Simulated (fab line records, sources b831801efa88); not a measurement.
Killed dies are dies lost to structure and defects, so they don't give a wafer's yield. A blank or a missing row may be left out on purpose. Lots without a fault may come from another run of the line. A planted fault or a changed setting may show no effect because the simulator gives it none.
fab line records | flow gf180mcu
record lots=24 wafers=72 last_day=34
route steps=602 shown V2@386 M3@412 V3@451 M4@462
lots that met no fault: from a run of the same line without faults
start_h: hours from the record's first day to the start of the lot's first wafer shown | wait_h: hours since the lot's step before | " the same as in the row above | L1.1+2: a row that stands for several wafers | - no value, or no start given | * or withheld: withheld | < > ~ a bound
route shown NAME@n: a module of which the file shows steps, and the number in the route of the first | usual: mean/standard deviation of fault-free wafers | same: alike in all rows | chamber/n: place in a boat | sites: the reading at each site | _std_site: their standard deviation | _edge_site: outer sites' mean less inner sites' | radius_mm: how far each site lies from the wafer's centre | mask NAME#n: copy n | behind: the tool/chamber that last shaped the wafer | hold: why the lot was held/for how many hours/how that ended | device: the transistor (n, p or np) that didn't switch | end of line: the same wafers' tests at the end of the route | a step without rows: its recipe alone | killed: dies lost to structure and defects at the first sort, not the wafer's yield | map: a wafer's dies, x killed, . not, _ none there
set.NAME: the setting as run; set.NAME@STEP: as run at that earlier step | model.NAME: the simulator's own value behind a step, which no gauge read
steps of the route over a sample of lots; a table a step, a row a wafer
services: from which hour (start_h, from the record's first day; less than 0 if before it) a tool's chamber was out of use, for how many hours, and why
## steps
# step GF_V2_CMP_04
# recipe material=SiO2 down_force_psi=4 platen_rpm=60 pad_velocity_m_s=0.94248
# usual motor_current_A=12.5/1.5 time_to_endpoint_s=80/4.8
# columns lot.wafer tool chamber start_h wait_h motor_current_A time_to_endpoint_s
L074.3 cmp-01 3 435.52 0.0 11.0 82
L074.4 " 1 " " 13.1 79
L074.6 " 0 " " 13.9 82
L075.3 cmp-02 3 447.72 0.0 12.6 85
L075.4 " 1 " " 11.4 75
L075.5 " 3 " " 12.1 84
L076.4 cmp-01 1 455.58 0.0 13.4 87
L076.3 " 3 " " 11.6 82
L076.1 " 0 " " 14.0 80
L077.1 cmp-01 0 465.42 0.1 14.1 84
L077.3 " 1 " " 13.5 80
L077.6 " 2 " " 11.3 81
L078.4 cmp-02 1 486.52 0.0 11.1 79
L078.2 " 2 " " 15.2 77
L078.3 " 0 " " 11.3 71
L079.3 cmp-02 0 492.68 0.0 11.8 79
L079.6 " 0 " " 12.2 82
L079.5 " 1 " " 10.2 78
L080.1 cmp-02 2 505.45 0.1 15.5 80
L080.3 " 3 " " 12.4 86
L080.2 " 1 " " 10.6 75
L081.4 cmp-01 2 513.35 0.1 11.0 82
L081.3 " 3 " " 11.2 86
L081.6 " 1 " " 13.3 83
L082.3 cmp-01 1 515.60 0.1 13.1 82
L082.2 " 2 " " 10.8 72
L082.1 " 3 " " 11.3 77
L083.3 cmp-01 1 523.69 0.2 13.2 79
L083.6 " 2 " " 10.8 77
L083.5 " 3 " " 11.5 86
L084.4 cmp-02 2 529.77 0.1 15.8 80
L084.5 " 1 " " 10.5 76
L084.6 " 2 " " 16.4 80
L085.4 cmp-01 1 543.57 0.1 13.0 88
L085.1 " 2 " " 11.2 81
L085.6 " 0 " " 13.9 85
L086.4 cmp-01 1 549.31 0.1 13.6 86
L086.1 " 2 " " 10.8 72
L086.5 " 3 " " 11.9 87
L087.3 cmp-01 1 556.14 0.0 13.4 77
L087.2 " 3 " " 11.2 75
L087.6 " 2 " " 10.5 83
L088.4 cmp-02 3 568.18 0.0 13.2 86
L088.3 " 2 " " 15.4 79
L088.6 " 3 " " 12.3 90
L089.2 cmp-01 2 581.51 0.1 11.4 78
L089.5 " 0 " " 14.2 85
L089.6 " 1 " " 13.4 86
L090.2 cmp-02 3 581.89 0.0 12.2 82
L090.1 " 0 " " 11.9 75
L090.5 " 0 " " 12.0 81
L091.4 cmp-01 3 588.28 0.0 11.0 85
L091.5 " 3 " " 11.4 81
L091.6 " 0 " " 13.2 74
L092.2 cmp-01 3 594.26 0.1 11.2 81
L092.1 " 0 " " 13.7 79
L092.5 " 1 " " 13.6 82
L093.3 cmp-02 1 603.01 0.1 10.4 81
L093.4 " 2 " " 15.5 84
L093.6 " 0 " " 12.3 80
L094.3 cmp-01 1 607.27 0.0 13.9 76
L094.4 " 0 " " 14.2 74
L094.5 " 2 " " 11.1 76
L095.3 cmp-02 1 613.51 0.0 10.2 71
L095.4 " 2 " " 15.8 76
L095.2 " 0 " " 12.4 71
L096.2 cmp-02 1 618.40 0.0 10.3 75
L096.4 " 2 " " 15.2 78
L096.3 " 0 " " 11.2 80
L097.1 cmp-01 2 625.82 0.1 10.7 76
L097.2 " 3 " " 11.6 82
L097.6 " 0 " " 14.3 81
# step GF_M3_SPUTTER_03
# recipe material=Ti target_thk_nm=10 substrate_temp_c=300 chamber_pressure_pa=0.3 power_w=3000 time_s=6.7
# usual throttle_valve_pct=30.0/0.75
# columns lot.wafer tool chamber start_h wait_h throttle_valve_pct
L074.3 pvd_sputter-03 - 461.31 0.0 30.6
L074.4 " - " " 29.7
L074.6 " - " " 30.6
L075.3 pvd_sputter-01 - 473.55 0.0 30.5
L075.4 " - " " 29.3
L075.5 " - " " 30.5
L076.1 pvd_sputter-02 - 482.21 0.0 29.4
L076.3 " - " " 28.9
L076.4 " - " " 29.6
L077.1 pvd_sputter-01 - 491.33 0.0 30.7
L077.3 " - " " 29.4
L077.6 " - " " 29.4
L078.2 pvd_sputter-02 - 512.37 0.0 30.9
L078.3 " - " " 29.3
L078.4 " - " " 29.5
L079.3 pvd_sputter-02 - 518.27 0.0 30.8
L079.5 " - " " 29.1
L079.6 " - " " 30.8
L080.1 pvd_sputter-02 - 530.74 0.0 28.9
L080.2 " - " " 31.0
L080.3 " - " " 29.3
L081.3 pvd_sputter-01 - 539.41 0.0 30.5
L081.4 " - " " 31.0
L081.6 " - " " 29.3
L082.1 pvd_sputter-01 - 540.54 0.0 30.3
L082.2 " - " " 30.8
L082.3 " - " " 29.2
L083.3 pvd_sputter-03 - 548.25 0.0 29.6
L083.5 " - " " 30.5
L083.6 " - " " 29.4
L084.4 pvd_sputter-01 - 556.03 0.0 30.3
L084.5 " - " " 30.8
L084.6 " - " " 30.5
L085.1 pvd_sputter-01 - 567.52 0.0 31.1
L085.4 " - " " 30.5
L085.6 " - " " 30.6
L086.1 pvd_sputter-02 - 574.00 0.0 29.5
L086.4 " - " " 29.6
L086.5 " - " " 29.9
L087.2 pvd_sputter-02 - 579.83 0.0 29.0
L087.3 " - " " 29.7
L087.6 " - " " 30.6
L088.3 pvd_sputter-02 - 591.52 0.0 29.4
L088.4 " - " " 29.2
L088.6 " - " " 29.4
L089.2 pvd_sputter-01 - 605.40 0.0 30.5
L089.5 " - " " 30.3
L089.6 " - " " 30.7
L090.1 pvd_sputter-03 - 606.00 0.0 30.4
L090.2 " - " " 29.9
L090.5 " - " " 28.7
L091.4 pvd_sputter-02 - 611.23 0.0 28.8
L091.5 " - " " 29.5
L091.6 " - " " 29.2
L092.1 pvd_sputter-01 - 617.61 0.0 30.5
L092.2 " - " " 30.5
L092.5 " - " " 31.1
L093.3 pvd_sputter-02 - 625.94 0.0 29.8
L093.4 " - " " 31.0
L093.6 " - " " 29.0
L094.3 pvd_sputter-03 - 629.67 0.0 28.8
L094.4 " - " " 30.8
L094.5 " - " " 30.6
L095.2 pvd_sputter-03 - 636.07 0.0 30.5
L095.3 " - " " 29.7
L095.4 " - " " 30.7
L096.2 pvd_sputter-02 - 640.79 0.0 30.8
L096.3 " - " " 29.4
L096.4 " - " " 30.0
L097.1 pvd_sputter-02 - 647.59 0.0 29.3
L097.2 " - " " 29.7
L097.6 " - " " 29.8
# step GF_M3_OVL_MEAS_15
# usual M3_OVL=2/6.9
# columns lot.wafer tool chamber start_h wait_h M3_OVL[nm]
L074.3 overlay-02 - 484.86 0.1 14
L074.4 " - " " 6
L074.6 " - " " 6
L075.3 overlay-02 - 497.84 0.1 6
L075.4 " - " " -18
L075.5 " - " " 1
L076.1 overlay-02 - 506.38 0.1 0
L076.3 " - " " -2
L076.4 " - " " 6
L077.1 overlay-02 - 515.29 0.1 -6
L077.3 " - " " -7
L077.6 " - " " -2
L078.2 overlay-02 - 535.60 0.1 -4
L078.3 " - " " 2
L078.4 " - " " 2
L079.3 overlay-02 - 541.13 0.1 7
L079.5 " - " " 9
L079.6 " - " " 1
L080.1 overlay-02 - 556.50 0.1 18
L080.2 " - " " 1
L080.3 " - " " 8
L081.3 overlay-02 - 562.08 0.1 -1
L081.4 " - " " 2
L081.6 " - " " 4
L082.1 overlay-02 - 563.37 0.1 1
L082.2 " - " " -4
L082.3 " - " " 2
L083.3 overlay-02 - 570.91 0.1 6
L083.5 " - " " -3
L083.6 " - " " 2
L084.4 overlay-02 - 577.19 0.1 -1
L084.5 " - " " 4
L084.6 " - " " -7
L085.1 overlay-02 - 589.49 0.1 -4
L085.4 " - " " 0
L085.6 " - " " -1
L086.1 overlay-02 - 595.28 0.1 -3
L086.4 " - " " 1
L086.5 " - " " -10
L087.2 overlay-02 - 600.40 0.1 6
L087.3 " - " " 9
L087.6 " - " " -2
L088.3 overlay-02 - 612.93 0.1 5
L088.4 " - " " 4
L088.6 " - " " 0
L089.2 overlay-02 - 625.90 0.1 -5
L089.5 " - " " -6
L089.6 " - " " -3
L090.1 overlay-02 - 626.24 0.1 -5
L090.2 " - " " 1
L090.5 " - " " -8
L091.4 overlay-02 - 630.94 0.1 2
L091.5 " - " " 5
L091.6 " - " " 8
L092.1 overlay-02 - 638.23 0.1 5
L092.2 " - " " 13
L092.5 " - " " 12
L093.3 overlay-02 - 646.74 0.1 11
L093.4 " - " " 8
L093.6 " - " " 11
L094.3 overlay-02 - 649.23 0.1 3
L094.4 " - " " -6
L094.5 " - " " 6
L095.2 overlay-02 - 655.83 0.1 12
L095.3 " - " " 4
L095.4 " - " " 10
L096.2 overlay-02 - 661.28 0.1 6
L096.3 " - " " 10
L096.4 " - " " 12
L097.1 overlay-01 - 666.39 0.1 -3
L097.2 " - " " -1
L097.6 " - " " -8
# step GF_V3_SPUTTER_22
# recipe material=TiN target_thk_nm=10 chamber_pressure_pa=5 power_w=4000 time_s=40
# usual throttle_valve_pct=30.3/0.82
# columns lot.wafer tool chamber start_h wait_h throttle_valve_pct
L074.3 pvd_sputter-01 - 510.66 0.0 30.4
L074.4 " - " " 29.2
L074.6 " - " " 30.5
L075.3 pvd_sputter-01 - 523.70 0.0 30.3
L075.4 " - " " 31.0
L075.5 " - " " 29.1
L076.1 pvd_sputter-01 - 532.03 0.0 30.5
L076.3 " - " " 30.4
L076.4 " - " " 29.3
L077.1 pvd_sputter-04 - 540.59 0.0 31.8
L077.3 " - " " 30.7
L077.6 " - " " 29.7
L078.2 pvd_sputter-04 - 560.46 0.0 31.0
L078.3 " - " " 29.3
L078.4 " - " " 31.8
L079.3 pvd_sputter-01 - 565.77 0.0 30.4
L079.5 " - " " 31.1
L079.6 " - " " 29.2
L080.1 pvd_sputter-01 - 581.57 0.0 30.5
L080.2 " - " " 29.1
L080.3 " - " " 30.8
L081.3 pvd_sputter-01 - 585.30 0.0 29.4
L081.4 " - " " 31.3
L081.6 " - " " 29.5
L082.1 pvd_sputter-01 - 587.47 0.0 30.9
L082.2 " - " " 30.8
L082.3 " - " " 30.5
L083.3 pvd_sputter-01 - 594.34 0.0 29.1
L083.5 " - " " 29.3
L083.6 " - " " 31.0
L084.4 pvd_sputter-02 - 600.28 0.0 29.9
L084.5 " - " " 29.5
L084.6 " - " " 29.6
L085.1 pvd_sputter-04 - 613.12 0.0 29.2
L085.4 " - " " 31.8
L085.6 " - " " 31.8
L086.1 pvd_sputter-02 - 618.94 0.0 29.8
L086.4 " - " " 28.8
L086.5 " - " " 29.7
L087.2 pvd_sputter-02 - 623.23 0.0 30.9
L087.3 " - " " 29.8
L087.6 " - " " 31.0
L088.3 pvd_sputter-04 - 635.91 0.0 30.7
L088.4 " - " " 29.3
L088.6 " - " " 30.7
L089.2 pvd_sputter-04 - 648.15 0.0 29.2
L089.5 " - " " 30.6
L089.6 " - " " 31.5
L090.1 pvd_sputter-01 - 648.60 0.0 29.5
L090.2 " - " " 30.3
L090.5 " - " " 29.4
L091.4 pvd_sputter-01 - 653.71 0.0 29.3
L091.5 " - " " 30.9
L091.6 " - " " 30.3
L092.1 pvd_sputter-04 - 659.91 0.0 29.5
L092.2 " - " " 29.5
L092.5 " - " " 31.9
L093.3 pvd_sputter-04 - 667.53 0.0 31.7
L093.4 " - " " 31.0
L093.6 " - " " 29.4
L094.3 pvd_sputter-01 - 671.67 0.0 30.6
L094.4 " - " " 31.1
L094.5 " - " " 30.8
L095.2 pvd_sputter-04 - 677.49 0.0 29.5
L095.3 " - " " 31.7
L095.4 " - " " 30.4
L096.2 pvd_sputter-01 - 682.18 0.0 29.3
L096.3 " - " " 31.1
L096.4 " - " " 31.1
L097.1 pvd_sputter-01 - 687.73 0.0 30.6
L097.2 " - " " 29.2
L097.6 " - " " 30.6
# step GF_M4_THK_MEAS_06
# recipe thk_meas_gauge=xrf reads=AlCu_of_M4_SPUTTER_02
# usual M4_ALCU_THK=449/5.5
# columns lot.wafer tool chamber start_h wait_h M4_ALCU_THK[nm]
L074.3 film_metro-01 - 511.66 0.1 453
L074.4 " - " " 451
L074.6 " - " " 450
L075.3 film_metro-04 - 524.70 0.1 448
L075.4 " - " " 444
L075.5 " - " " 453
L076.1 film_metro-01 - 533.00 0.1 445
L076.3 " - " " 442
L076.4 " - " " 446
L077.1 film_metro-01 - 541.56 0.1 448
L077.3 " - " " 448
L077.6 " - " " 446
L078.2 film_metro-04 - 561.44 0.1 442
L078.3 " - " " 443
L078.4 " - " " 447
L079.3 film_metro-01 - 566.89 0.1 451
L079.5 " - " " 443
L079.6 " - " " 438
L080.1 film_metro-04 - 582.54 0.1 444
L080.2 " - " " 452
L080.3 " - " " 445
L081.3 film_metro-04 - 586.30 0.1 447
L081.4 " - " " 449
L081.6 " - " " 441
L082.1 film_metro-03 - 588.44 0.1 447
L082.2 " - " " 461
L082.3 " - " " 453
L083.3 film_metro-04 - 595.51 0.1 452
L083.5 " - " " 457
L083.6 " - " " 452
L084.4 film_metro-01 - 601.28 0.1 456
L084.5 " - " " 454
L084.6 " - " " 454
L085.1 film_metro-01 - 614.09 0.1 447
L085.4 " - " " 450
L085.6 " - " " 443
L086.1 film_metro-04 - 619.91 0.1 448
L086.4 " - " " 456
L086.5 " - " " 459
L087.2 film_metro-01 - 624.21 0.1 450
L087.3 " - " " 458
L087.6 " - " " 449
L088.3 film_metro-01 - 636.91 0.1 442
L088.4 " - " " 439
L088.6 " - " " 441
L089.2 film_metro-03 - 649.14 0.1 458
L089.5 " - " " 457
L089.6 " - " " 454
L090.1 film_metro-04 - 649.73 0.1 442
L090.2 " - " " 447
L090.5 " - " " 445
L091.4 film_metro-01 - 654.71 0.1 448
L091.5 " - " " 449
L091.6 " - " " 451
L092.1 film_metro-01 - 660.88 0.1 449
L092.2 " - " " 450
L092.5 " - " " 448
L093.3 film_metro-04 - 668.52 0.1 443
L093.4 " - " " 450
L093.6 " - " " 449
L094.3 film_metro-01 - 672.72 0.1 455
L094.4 " - " " 454
L094.5 " - " " 453
L095.2 film_metro-04 - 678.47 0.1 446
L095.3 " - " " 442
L095.4 " - " " 452
L096.2 film_metro-01 - 683.16 0.1 441
L096.3 " - " " 446
L096.4 " - " " 450
L097.1 film_metro-01 - 688.70 0.1 459
L097.2 " - " " 456
L097.6 " - " " 461
# step GF_M4_CD_MEAS_14
# recipe target_cd_nm=280
# usual cd_nm=280.0/1.1
# columns lot.wafer tool chamber start_h wait_h cd_nm
L074.3 cd_sem-02 - 534.49 0.1 278.7
L074.4 " - " " 279.4
L074.6 " - " " 278.3
L075.3 cd_sem-02 - 547.44 0.1 280.3
L075.4 " - " " 280.3
L075.5 " - " " 280.8
L076.1 cd_sem-02 - 555.20 0.1 280.4
L076.3 " - " " 280.3
L076.4 " - " " 280.3
L077.1 cd_sem-01 - 563.75 0.1 280.5
L077.3 " - " " 280.8
L077.6 " - " " 281.2
L078.2 cd_sem-02 - 582.77 0.1 280.4
L078.3 " - " " 279.7
L078.4 " - " " 279.5
L079.3 cd_sem-01 - 588.69 0.1 280.8
L079.5 " - " " 282.2
L079.6 " - " " 280.4
L080.1 cd_sem-01 - 603.80 0.1 278.7
L080.2 " - " " 277.7
L080.3 " - " " 278.5
L081.3 cd_sem-02 - 606.79 0.1 280.2
L081.4 " - " " 279.7
L081.6 " - " " 279.3
L082.1 cd_sem-01 - 609.21 0.1 279.3
L082.2 " - " " 279.3
L082.3 " - " " 280.6
L083.3 cd_sem-02 - 616.29 0.1 281.2
L083.5 " - " " 280.8
L083.6 " - " " 281.8
L084.4 cd_sem-02 - 621.86 0.1 279.0
L084.5 " - " " 279.7
L084.6 " - " " 279.1
L085.1 cd_sem-01 - 634.56 0.1 277.6
L085.4 " - " " 279.6
L085.6 " - " " 279.2
L086.1 cd_sem-01 - 639.50 0.1 282.1
L086.4 " - " " 282.3
L086.5 " - " " 281.5
L087.2 cd_sem-01 - 644.87 0.1 277.8
L087.3 " - " " 277.8
L087.6 " - " " 278.5
L088.3 cd_sem-01 - 656.64 0.1 280.0
L088.4 " - " " 279.8
L088.6 " - " " 279.7
L089.2 cd_sem-02 - 668.33 0.1 280.3
L089.5 " - " " 279.8
L089.6 " - " " 280.1
L090.1 cd_sem-01 - 668.66 0.1 278.6
L090.2 " - " " 280.6
L090.5 " - " " 279.0
L091.4 cd_sem-02 - 673.51 0.1 281.2
L091.5 " - " " 280.9
L091.6 " - " " 280.9
L092.1 cd_sem-02 - 679.71 0.1 278.0
L092.2 " - " " 279.1
L092.5 " - " " 279.2
L093.3 cd_sem-02 - 687.05 0.1 279.9
L093.4 " - " " 280.5
L093.6 " - " " 280.5
L094.3 cd_sem-01 - 691.49 0.1 280.1
L094.4 " - " " 279.8
L094.5 " - " " 279.8
L095.2 cd_sem-02 - 697.13 0.1 280.0
L095.3 " - " " 281.2
L095.4 " - " " 280.4
L096.2 cd_sem-01 - 701.57 0.1 282.3
L096.3 " - " " 282.8
L096.4 " - " " 282.5
L097.1 cd_sem-02 - 707.30 0.1 280.1
L097.2 " - " " 279.4
L097.6 " - " " 278.9
## services
# columns tool chamber start_h hours kind
cmp-02 - 421.93 6.7 pm
pvd_sputter-03 - 426.83 0.5 repair
pvd_sputter-04 - 431.09 1.8 repair
cmp-01 - 492.68 2.8 repair
pvd_sputter-02 - 497.27 4.7 repair
pvd_sputter-03 0 522.52 - consumable_replace:kit
pvd_sputter-03 0 522.52 18.0 scheduled_down
pvd_sputter-03 - 524.32 4.7 repair
pvd_sputter-01 - 533.30 1.1 repair
pvd_sputter-02 3 549.19 - consumable_replace:kit
pvd_sputter-02 3 549.19 18.0 scheduled_down
pvd_sputter-02 3 549.19 18.0 vent_cycle
cmp-01 - 572.06 4.0 pm
cmp-01 - 576.06 - consumable_replace:conditioner
cmp-01 - 576.06 - consumable_replace:pad
pvd_sputter-02 - 617.38 1.4 repair
cmp-01 - 627.94 1.0 repair
cmp-02 - 641.20 30.9 repair
cmp-02 - 672.15 5.5 pm
pvd_sputter-01 3 677.22 - consumable_replace:kit
pvd_sputter-01 3 677.22 18.0 scheduled_down
pvd_sputter-01 3 677.22 18.0 vent_cycle
cmp-01 - 677.89 6.9 pm
cmp-02 - 683.20 1.2 repair
## key
fault none
